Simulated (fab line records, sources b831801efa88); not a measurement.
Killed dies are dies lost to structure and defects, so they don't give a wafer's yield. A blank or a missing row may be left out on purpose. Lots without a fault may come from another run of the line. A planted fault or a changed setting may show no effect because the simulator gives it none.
A struck lot beside a sound one | flow gf180mcu | 32 steps out of a route of 602
Sound: wafers L403.1, L403.5, L403.6. Struck: wafers L398.1, L398.2, L398.6. The cause comes at the end.
At each step with rows: each side's tool, then ch and its chambers, then its first start. Under that, the readings that differ: sound wafers | struck wafers | difference of the means | sigmas: that difference in standard deviations of wafers without a fault.
alike: readings whose means differ by less than 2 such deviations, and words and numbers that are the same on both sides. not compared: withheld readings, readings that some wafer has no value for, bounds like >300 that may hide the same value, and numbers for which the record gives no deviation and whose values overlap.
The two part at a step that has a row with sigmas, a row that says differs or no value, or rows on one side only. Numbers that don't overlap but have no deviation are shown without sigmas and don't part them. A reading that every wafer of one side lacks parts them only if that side has two wafers or more.

GF_HV_LDD_TW_MEAS_23:
  sound on film_metro-03, day 16 20:24; struck on film_metro-02, day 15 06:57
  reading     | sound          | struck         | difference | sigmas
  HV_LDD_2_TW | 1067 1064 1066 | 1044 1045 1048 | -20        | -2
then, 7 steps without rows for these wafers: GF_HV_LDD_DEHYDRATE_24 (time 60 s); GF_HV_LDD_HMDS_25 (prime time 60 s); GF_HV_LDD_COAT_26 (resist thk 1000 nm); GF_HV_LDD_SOFTBAKE_27 (time 60 s); GF_HV_LDD_EXPOSE_28 (exposes mask Nplus HV AREA, target cd 400 nm); GF_HV_LDD_PEB_29; GF_HV_LDD_DEVELOP_30 (develop time 60 s).
GF_HV_LDD_CD_MEAS_31: target cd 400 nm.
  sound on cd_sem-01, day 17 19:10; struck on cd_sem-02, day 16 03:50
  alike: cd_nm
GF_HV_LDD_OVL_MEAS_32:
  sound on overlay-01, day 17 19:17; struck on overlay-02, day 16 03:58
  alike: HV_LDD_02_OVL
then, 2 steps without rows for these wafers: GF_HV_LDD_IMPLANT_33; GF_HV_LDD_IMPLANT_34.
GF_HV_LDD_IMPLANT_35:
  sound on implanter-01 ch 0, day 17 19:37; struck on implanter-03 ch 0, day 16 04:18
  reading            | sound                | struck             | difference | sigmas
  tilt_deg (degrees) | 30.009 29.970 29.984 | -0.011 0.034 0.014 | -29.975    | -99 or more
  alike: end_station_pressure_torr
then, 1 step without rows for these wafers: GF_HV_LDD_IMPLANT_36.
GF_HV_LDD_STRIP_37: strips in O2/N2.
  sound on plasma_asher-02 ch 0,1, day 17 19:55; struck on plasma_asher-01 ch 0,1, day 16 04:36
  alike: drypump_motor_current_A, heater_power_w, oes_product_au, strip_time_to_endpoint_s
  not compared: rf_hours_counter_h
GF_HV_LDD_TW_MEAS_38:
  sound on film_metro-02, day 17 20:01; struck on film_metro-03, day 16 04:42
  reading     | sound          | struck         | difference | sigmas
  HV_LDD_3_TW | 1432 1440 1440 | 1418 1416 1412 | -22        | -2
then, 7 steps without rows for these wafers: GF_HV_LDD_DEHYDRATE_39 (time 60 s); GF_HV_LDD_HMDS_40 (prime time 60 s); GF_HV_LDD_COAT_41 (resist thk 1000 nm); GF_HV_LDD_SOFTBAKE_42 (time 60 s); GF_HV_LDD_EXPOSE_43 (exposes mask Pplus HV AREA, target cd 400 nm); GF_HV_LDD_PEB_44; GF_HV_LDD_DEVELOP_45 (develop time 60 s).
GF_HV_LDD_CD_MEAS_46: target cd 400 nm.
  sound on cd_sem-02, day 18 19:14; struck on cd_sem-01, day 17 03:32
  alike: cd_nm
GF_HV_LDD_OVL_MEAS_47:
  sound on overlay-02, day 18 19:21; struck on overlay-01, day 17 03:40
  alike: HV_LDD_03_OVL
then, 1 step without rows for these wafers: GF_HV_LDD_IMPLANT_48.
GF_HV_LDD_STRIP_49: strips in O2/N2.
  sound on plasma_asher-03 ch 0,1, day 18 19:32; struck on plasma_asher-03 ch 0,1, day 17 03:51
  reading                      | sound             | struck            | difference | sigmas
  strip_time_to_endpoint_s (s) | 12.63 12.65 12.64 | 12.57 12.59 12.58 | -0.06      | -2
  alike: drypump_motor_current_A, heater_power_w, oes_product_au
  not compared: rf_hours_counter_h
GF_HV_LDD_TW_MEAS_50:
  sound on film_metro-02, day 18 19:38; struck on film_metro-02, day 17 03:57
  alike: HV_LDD_4_TW
then, 1 step without rows for these wafers: GF_HV_LDD_CLEAN_51 (cleans in SC1/SC2, time 150 s).
GF_HV_LDD_RTA_52: time 10 s.
  sound on rtp_anneal-02 ch 0, day 18 19:44; struck on rtp_anneal-02 ch 0, day 17 04:04
  alike: lamp_power_pct, wafer_temp_C_max
GF_HV_LDD_RS_MEAS_53: measures by four-point-probe.
  sound on film_metro-01, day 18 19:49; struck on film_metro-03, day 17 04:25
  reading            | sound             | struck            | difference | sigmas
  HV_LDD_RS (ohm/sq) | 418.1 419.0 418.7 | 373.5 373.3 373.3 | -45.2      | -50
  not compared: hold
GF_PASSIVATION_PROBE_99:
  the record has rows for the sound wafers here (prober-02, day 34 06:19) and none for the struck ones

WHERE THEY PART
First at GF_HV_LDD_TW_MEAS_23; last, within this record, at GF_PASSIVATION_PROBE_99.

WHY: what the simulator had put in
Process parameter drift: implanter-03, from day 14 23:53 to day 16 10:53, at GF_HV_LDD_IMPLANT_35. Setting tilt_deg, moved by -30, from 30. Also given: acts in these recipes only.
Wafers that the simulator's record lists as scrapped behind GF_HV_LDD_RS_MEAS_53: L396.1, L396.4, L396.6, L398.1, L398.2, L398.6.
